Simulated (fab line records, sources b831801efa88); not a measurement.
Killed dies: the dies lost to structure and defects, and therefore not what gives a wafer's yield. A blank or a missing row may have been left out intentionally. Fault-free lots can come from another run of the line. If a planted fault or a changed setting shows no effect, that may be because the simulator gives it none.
The tool behind it: which one? -- flow gf180mcu -- Sampling: 12 lots, 36 wafers, 2 of 602 route steps

== WHAT THE GAUGES SHOWED, per wafer ==
GF_M2_THK_MEAS_06: measures by xrf.
lot,measured,on,M2_ALCU_THK (nm)
L075,day 18 11:59,film metro-02,460 459 459
L077,day 19 13:28,film metro-02,465 472 469
L078,day 20 05:31,film metro-02,447 448 454
L081,day 20 22:49,film metro-03,449 451 451
L083,day 21 18:14,film metro-03,460 461 469
L085,day 22 10:52,film metro-03,447 449 453
L087,day 23 00:22,film metro-04,454 448 452
L089,day 23 15:21,film metro-03,453 456 458
L091,day 24 11:22,film metro-02,466 460 459
L093,day 24 21:17,film metro-03,456 457 456
L095,day 25 15:51,film metro-03,459 455 457
L097,day 26 09:16,film metro-02,464 458 460

== WHAT TOOL EACH LOT RAN ON (gives the tool, then ch and the chambers of the sampled wafers, and finally the start) ==
lot,GF_CONTACT_STRIP_18
L075,"plasma asher-02 ch 0,1, day 16 09:41"
L077,"plasma asher-03 ch 0,1, day 17 09:11"
L078,"plasma asher-02 ch 0,1, day 18 00:56"
L081,"plasma asher-02 ch 0,1, day 18 17:00"
L083,"plasma asher-03 ch 0,1, day 19 13:15"
L085,"plasma asher-03 ch 0,1, day 20 05:35"
L087,"plasma asher-01 ch 0,1, day 20 20:20"
L089,"plasma asher-01 ch 0,1, day 21 11:23"
L091,"plasma asher-01 ch 0,1, day 22 09:15"
L093,"plasma asher-02 ch 0,1, day 22 18:53"
L095,"plasma asher-02 ch 0,1, day 23 14:45"
L097,"plasma asher-02 ch 0,1, day 24 09:29"
- GF_CONTACT_STRIP_18: strips in O2/N2.

== THE ANSWER, worked out from the rows above alone ==
Rule: what is usual is taken from the lots themselves. Put in order of their means at a reading, lots are off if they are a third of the lots or fewer, leave a main group of 4 or more, and stand apart from it by a gap of 3 or more times the standard deviation of the main group's means; of several such gaps the widest counts. A main group whose means are all the same, to the digits that the tables above print for the reading, isn't used. A lot without any number at a reading at which 4 lots or more have one is off too. The other lots that the step has rows for count as sound.
Nothing can be told from this: no lot is off at any reading shown.

== WHAT THE SIMULATOR HAD PUT IN ==
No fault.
